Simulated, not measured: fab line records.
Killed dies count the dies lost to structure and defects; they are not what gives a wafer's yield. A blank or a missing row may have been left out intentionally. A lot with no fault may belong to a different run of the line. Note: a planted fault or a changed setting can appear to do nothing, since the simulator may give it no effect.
What tool caused it? :: flow gf180mcu :: 14 lots with 42 wafers sampled at 6 steps, on a route of 602 steps

## WHAT EACH GAUGE READ, for each wafer
GF_STI_THK_MEAS_02. Usual: STI_OXIDATION_THK typically reads 9.94 nm, with standard deviation 0.2.
lot: L188
measured: day 1 15:24
on: film metro-04
STI_OXIDATION_THK (nm): 9.65 9.89 9.81
flag: 

lot: L189
measured: day 1 18:27
on: film metro-01
STI_OXIDATION_THK (nm): 9.53 9.55 9.59
flag: 

lot: L190
measured: day 1 22:25
on: film metro-01
STI_OXIDATION_THK (nm): 9.46 9.62 9.53
flag: 

lot: L192
measured: day 2 08:17
on: film metro-04
STI_OXIDATION_THK (nm): 10.12 10.13 10.13
flag: 

lot: L193
measured: day 2 13:36
on: film metro-02
STI_OXIDATION_THK (nm): 10.07 10.01 9.98
flag: 

lot: L194
measured: day 2 18:04
on: film metro-01
STI_OXIDATION_THK (nm): 9.90 9.83 9.88
flag: 

lot: L195
measured: day 2 22:31
on: film metro-01
STI_OXIDATION_THK (nm): 10.02 9.92 10.04
flag: 

lot: L196
measured: day 3 05:02
on: film metro-04
STI_OXIDATION_THK (nm): 9.91 10.20 9.99
flag: 

lot: L197
measured: day 3 08:52
on: film metro-01
STI_OXIDATION_THK (nm): 10.01 9.81 10.03
flag: 

lot: L198
measured: day 3 13:31
on: film metro-02
STI_OXIDATION_THK (nm): 9.84 9.76 9.75
flag: 

lot: L202
measured: day 4 09:31
on: film metro-02
STI_OXIDATION_THK (nm): 9.82 9.88 9.96
flag: 

lot: L205
measured: day 5 03:43
on: film metro-02
STI_OXIDATION_THK (nm): 9.74 9.86 9.89
flag: 

lot: L206
measured: day 5 07:47
on: film metro-04
STI_OXIDATION_THK (nm): 10.09 9.99 9.95
flag: 

lot: L211
measured: day 6 07:49
on: film metro-04
STI_OXIDATION_THK (nm): 10.32 10.31 10.38
flag: 

GF_DNWELL_TW_MEAS_09. Usual: DNWELL_TW typically reads 1349, with standard deviation 11.
lot: L188
measured: day 2 22:39
on: film metro-02
DNWELL_TW: 1368 1368 1363
flag: 

lot: L189
measured: day 3 03:58
on: film metro-03
DNWELL_TW: 1357 1353 1355
flag: 

lot: L190
measured: day 3 05:40
on: film metro-03
DNWELL_TW: 1361 1359 1351
flag: 

lot: L192
measured: day 3 16:52
on: film metro-04
DNWELL_TW: 1335 1333 1337
flag: 

lot: L193
measured: day 3 22:52
on: film metro-04
DNWELL_TW: 1340 1333 1338
flag: 

lot: L194
measured: day 4 02:11
on: film metro-04
DNWELL_TW: 1332 1337 1346
flag: 

lot: L195
measured: day 4 08:17
on: film metro-03
DNWELL_TW: 1355 1359 1353
flag: 

lot: L196
measured: day 4 14:18
on: film metro-03
DNWELL_TW: 1341 1346 1353
flag: 

lot: L197
measured: day 4 18:29
on: film metro-04
DNWELL_TW: 1335 1336 1337
flag: 

lot: L198
measured: day 5 00:43
on: film metro-04
DNWELL_TW: 1336 1345 1348
flag: 

lot: L202
measured: day 5 23:05
on: film metro-03
DNWELL_TW: 1360 1357 1345
flag: 

lot: L205
measured: day 6 16:25
on: film metro-04
DNWELL_TW: 1338 1347 1339
flag: 

lot: L206
measured: day 6 19:49
on: film metro-04
DNWELL_TW: 1334 1339 1340
flag: 

lot: L211
measured: day 7 21:05
on: film metro-03
DNWELL_TW: 1360 1367 1364
flag: 

GF_MVPSD_OVL_MEAS_07. Usual: MVPSD_OVL typically reads -1.0 nm, with standard deviation 1.2.
lot: L188
measured: day 5 05:59
on: overlay-01
MVPSD_OVL (nm): -0.2 -0.4 1.3
flag: 

lot: L189
measured: day 5 10:32
on: overlay-02
MVPSD_OVL (nm): 0.0 -1.0 0.4
flag: 

lot: L190
measured: day 5 13:23
on: overlay-01
MVPSD_OVL (nm): 0.8 -0.8 0.6
flag: 

lot: L192
measured: day 5 23:34
on: overlay-01
MVPSD_OVL (nm): -0.6 1.1 -0.4
flag: 

lot: L193
measured: day 6 06:56
on: overlay-01
MVPSD_OVL (nm): -0.7 -1.3 -1.9
flag: 

lot: L194
measured: day 6 11:15
on: overlay-02
MVPSD_OVL (nm): -0.8 0.5 -0.7
flag: 

lot: L195
measured: day 6 17:50
on: overlay-01
MVPSD_OVL (nm): 1.1 0.1 0.7
flag: 

lot: L196
measured: day 7 01:13
on: overlay-02
MVPSD_OVL (nm): 1.2 0.2 0.3
flag: 

lot: L197
measured: day 7 06:05
on: overlay-02
MVPSD_OVL (nm): -0.5 -0.8 -1.9
flag: 

lot: L198
measured: day 7 13:17
on: overlay-02
MVPSD_OVL (nm): -2.5 -0.6 -1.6
flag: 

lot: L202
measured: day 8 13:41
on: overlay-01
MVPSD_OVL (nm): -2.1 -1.2 -0.8
flag: 

lot: L205
measured: day 9 09:44
on: overlay-01
MVPSD_OVL (nm): - - -
flag: OFF

lot: L206
measured: day 9 13:01
on: overlay-01
MVPSD_OVL (nm): - - -
flag: OFF

lot: L211
measured: day 10 17:32
on: overlay-02
MVPSD_OVL (nm): -4.2 -2.7 -4.3
flag: 

GF_VT_IMPLANT_TW_MEAS_10. Usual: VT_IMPLANT_TW typically reads 559, with standard deviation 4.2.
lot: L188
measured: day 5 20:43
on: film metro-04
VT_IMPLANT_TW: 558 558 556
flag: 

lot: L189
measured: day 6 00:41
on: film metro-03
VT_IMPLANT_TW: 563 566 561
flag: 

lot: L190
measured: day 6 04:30
on: film metro-01
VT_IMPLANT_TW: 555 556 554
flag: 

lot: L192
measured: day 6 15:17
on: film metro-03
VT_IMPLANT_TW: 564 564 564
flag: 

lot: L193
measured: day 6 22:01
on: film metro-01
VT_IMPLANT_TW: 558 556 557
flag: 

lot: L194
measured: day 7 02:56
on: film metro-01
VT_IMPLANT_TW: 558 558 558
flag: 

lot: L195
measured: day 7 09:38
on: film metro-03
VT_IMPLANT_TW: 569 567 565
flag: 

lot: L196
measured: day 7 17:17
on: film metro-04
VT_IMPLANT_TW: 559 556 559
flag: 

lot: L197
measured: day 7 22:17
on: film metro-04
VT_IMPLANT_TW: 559 559 558
flag: 

lot: L198
measured: day 8 06:11
on: film metro-03
VT_IMPLANT_TW: 563 561 563
flag: 

lot: L202
measured: day 9 06:50
on: film metro-01
VT_IMPLANT_TW: 558 556 555
flag: 

lot: L205
measured: day 10 03:20
on: film metro-04
VT_IMPLANT_TW: 689 690 692
flag: OFF

lot: L206
measured: day 10 07:05
on: film metro-01
VT_IMPLANT_TW: 686 687 681
flag: OFF

lot: L211
measured: day 11 13:06
on: film metro-01
VT_IMPLANT_TW: 557 552 554
flag: 

GF_VT_IMPLANT_TW_MEAS_21. Usual: VT_IMPLANT_2_TW typically reads 1206, with standard deviation 8.
lot: L188
measured: day 6 11:51
on: film metro-01
VT_IMPLANT_2_TW: 1196 1198 1199
flag: 

lot: L189
measured: day 6 15:32
on: film metro-01
VT_IMPLANT_2_TW: 1202 1199 1196
flag: 

lot: L190
measured: day 6 19:38
on: film metro-03
VT_IMPLANT_2_TW: 1217 1216 1212
flag: 

lot: L192
measured: day 7 06:59
on: film metro-03
VT_IMPLANT_2_TW: 1215 1225 1220
flag: 

lot: L193
measured: day 7 13:32
on: film metro-01
VT_IMPLANT_2_TW: 1207 1208 1203
flag: 

lot: L194
measured: day 7 18:26
on: film metro-04
VT_IMPLANT_2_TW: 1204 1196 1201
flag: 

lot: L195
measured: day 8 01:59
on: film metro-01
VT_IMPLANT_2_TW: 1212 1204 1204
flag: 

lot: L196
measured: day 8 10:08
on: film metro-03
VT_IMPLANT_2_TW: 1221 1216 1212
flag: 

lot: L197
measured: day 8 14:59
on: film metro-01
VT_IMPLANT_2_TW: 1205 1203 1209
flag: 

lot: L198
measured: day 8 22:38
on: film metro-04
VT_IMPLANT_2_TW: 1206 1209 1204
flag: 

lot: L202
measured: day 10 01:05
on: film metro-04
VT_IMPLANT_2_TW: 1208 1206 1208
flag: 

lot: L205
measured: day 10 20:48
on: film metro-03
VT_IMPLANT_2_TW: 1238 1244 1240
flag: OFF

lot: L206
measured: day 11 01:26
on: film metro-03
VT_IMPLANT_2_TW: 1243 1247 1242
flag: OFF

lot: L211
measured: day 12 08:21
on: film metro-03
VT_IMPLANT_2_TW: 1204 1203 1211
flag: 

## WHAT TOOL EACH LOT RAN ON (gives the tool, then ch and the chambers of the sampled wafers, and finally the start)
lot: L188
GF_MVPSD_COAT_02: litho track-04 ch 0, day 4 23:10

lot: L189
GF_MVPSD_COAT_02: litho track-03 ch 0, day 5 03:20

lot: L190
GF_MVPSD_COAT_02: litho track-04 ch 0, day 5 06:05

lot: L192
GF_MVPSD_COAT_02: litho track-04 ch 0, day 5 16:43

lot: L193
GF_MVPSD_COAT_02: litho track-02 ch 0, day 5 23:13

lot: L194
GF_MVPSD_COAT_02: litho track-02 ch 0, day 6 03:49

lot: L195
GF_MVPSD_COAT_02: litho track-04 ch 0, day 6 10:31

lot: L196
GF_MVPSD_COAT_02: litho track-03 ch 0, day 6 17:08

lot: L197
GF_MVPSD_COAT_02: litho track-02 ch 0, day 6 21:59

lot: L198
GF_MVPSD_COAT_02: litho track-03 ch 0, day 7 05:11

lot: L202
GF_MVPSD_COAT_02: litho track-04 ch 0, day 8 05:22

lot: L205
GF_MVPSD_COAT_02: litho track-04, day 9 00:52

lot: L206
GF_MVPSD_COAT_02: litho track-02, day 9 04:41

lot: L211
GF_MVPSD_COAT_02: litho track-04 ch 0, day 10 07:55
- GF_MVPSD_COAT_02: resist thk 3000 nm.

## WHAT THE TOOLS THEMSELVES READ (means of the sampled wafers that have a number; where no wafer has one, the mark that the record gives instead)
GF_MVPSD_COAT_02. Usual: chill plate temp C 22.98 C, standard deviation 0.12; dispense pressure kPa 50.3 kPa, standard deviation 1.1; spin speed rpm 2000.0 rpm, standard deviation 1.3.
lot: L188
tool: litho track-04
chill plate temp C (C): 22.98
dispense pressure kPa (kPa): 50.6
spin speed rpm (rpm): 2000.5
flag: 

lot: L189
tool: litho track-03
chill plate temp C (C): 23.18
dispense pressure kPa (kPa): 52.0
spin speed rpm (rpm): 1999.2
flag: 

lot: L190
tool: litho track-04
chill plate temp C (C): 22.97
dispense pressure kPa (kPa): 50.6
spin speed rpm (rpm): 1999.2
flag: 

lot: L192
tool: litho track-04
chill plate temp C (C): 22.96
dispense pressure kPa (kPa): 50.6
spin speed rpm (rpm): 2001.2
flag: 

lot: L193
tool: litho track-02
chill plate temp C (C): 22.93
dispense pressure kPa (kPa): 49.0
spin speed rpm (rpm): 2000.2
flag: 

lot: L194
tool: litho track-02
chill plate temp C (C): 23.16
dispense pressure kPa (kPa): 49.0
spin speed rpm (rpm): 2000.0
flag: 

lot: L195
tool: litho track-04
chill plate temp C (C): 23.01
dispense pressure kPa (kPa): 50.6
spin speed rpm (rpm): 1999.4
flag: 

lot: L196
tool: litho track-03
chill plate temp C (C): 22.97
dispense pressure kPa (kPa): 52.0
spin speed rpm (rpm): 2000.0
flag: 

lot: L197
tool: litho track-02
chill plate temp C (C): 23.03
dispense pressure kPa (kPa): 49.0
spin speed rpm (rpm): 1999.5
flag: 

lot: L198
tool: litho track-03
chill plate temp C (C): 22.96
dispense pressure kPa (kPa): 52.0
spin speed rpm (rpm): 1998.6
flag: 

lot: L202
tool: litho track-04
chill plate temp C (C): 22.96
dispense pressure kPa (kPa): 50.6
spin speed rpm (rpm): 2000.1
flag: 

lot: L205
tool: litho track-04
chill plate temp C (C): -
dispense pressure kPa (kPa): -
spin speed rpm (rpm): -
flag: OFF

lot: L206
tool: litho track-02
chill plate temp C (C): -
dispense pressure kPa (kPa): -
spin speed rpm (rpm): -
flag: OFF

lot: L211
tool: litho track-04
chill plate temp C (C): 23.13
dispense pressure kPa (kPa): 50.6
spin speed rpm (rpm): 1999.7
flag: 

## THE ANSWER, worked out from the rows above alone
Rule: lot off if the mean of its wafers having a number is beyond 3 standard deviations from the usual mean. Also off: a lot with no number at a reading for which 4 or more lots have one. Where the step has rows for the other lots, those lots are counted as sound. First the gauges in route order, then the tools' own readings, where a lot's mean is used as printed above. The first step at which some lot is off is used, and at that step the reading that is off furthest; a lot without a number counts as furthest.
Off: L205, L206, at GF_MVPSD_OVL_MEAS_07 (MVPSD_OVL). Without a number there: L205, L206.
If a tool, at a process step before that reading, ran all the lots that are off and no sound lot after the first of them, it fits. Not tried: the gauges at GF_MVPSD_OVL_MEAS_07; whatever is off there is also off at GF_VT_IMPLANT_TW_MEAS_10, on other tools, and gauge error can't account for it. None of those tried fits.

## WHAT WAS PUT IN BY THE SIMULATOR
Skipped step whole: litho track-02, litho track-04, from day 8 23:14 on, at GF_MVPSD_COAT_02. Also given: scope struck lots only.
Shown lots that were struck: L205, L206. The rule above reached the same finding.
